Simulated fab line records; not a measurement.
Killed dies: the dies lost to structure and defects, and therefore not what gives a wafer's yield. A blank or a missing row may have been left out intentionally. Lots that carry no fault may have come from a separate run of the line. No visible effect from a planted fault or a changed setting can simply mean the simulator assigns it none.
Chamber matching -- flow gf180mcu -- cmp-01 running GF_V4_CMP_04: 4 sister chambers
The step polishes SiO2. 8 wafers are shown with their chamber, then 12 later ones without.

== WAFERS WITH THEIR CHAMBER ==
wafer,chamber,motor current A (A),head pressure psi (psi)
L079.2,1,12.5,4.002
L081.2,3,12.6,4.006
L081.4,1,13.5,4.008
L082.1,3,12.0,3.997
L082.5,2,11.3,4.006
L087.1,2,11.9,3.993
L087.4,0,14.2,4.007
L087.5,0,14.0,4.004

== WAFERS WHOSE CHAMBER IS MISSING ==
wafer,motor current A (A),head pressure psi (psi)
L091.1,12.9,4.003
L091.3,13.4,4.004
L091.5,12.9,4.010
L094.1,12.8,4.008
L094.4,11.9,4.009
L094.6,12.0,3.994
L095.1,12.8,3.997
L095.2,12.8,4.002
L095.6,12.1,3.997
L097.3,12.0,3.985
L097.4,13.2,4.002
L097.5,12.7,4.005

== THE CHAMBER EACH PASSED THROUGH ==
wafer,from the rows above,in truth
L091.1,can't be placed: 1 or 3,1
L091.3,can't be placed: 1 or 0 or 3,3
L091.5,can't be placed: 1 or 3 or 0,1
L094.1,can't be placed: 1 or 3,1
L094.4,can't be placed: 3 or 2 or 1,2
L094.6,can't be placed: 2 or 3 or 1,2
L095.1,can't be placed: 3 or 1 or 2 or 0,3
L095.2,can't be placed: 1 or 3 or 2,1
L095.6,can't be placed: 3 or 2 or 1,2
L097.3,can't be placed: 2 or 3 or 1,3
L097.4,can't be placed: 1 or 3 or 0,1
L097.5,can't be placed: 1 or 3 or 2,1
Correct placement for 0 of the 12. These rows do not allow placing 12 (true chamber among the candidates in 12). Placed wrongly: 0.
How it was worked out, from the rows above alone: a wafer's distance from a chamber is the root of the sum, over the readings, of the square of ((its reading less the chamber's mean) divided by the reading's scatter). The wafer belongs to the nearest chamber; if the next one is less than 2 further off, it can't be placed. The mean given for a chamber averages the wafers shown for that chamber. The scatter: take each reading less its chamber's mean, square it, sum over the shown wafers, divide by the number of wafers less the number of chambers, and take the root.
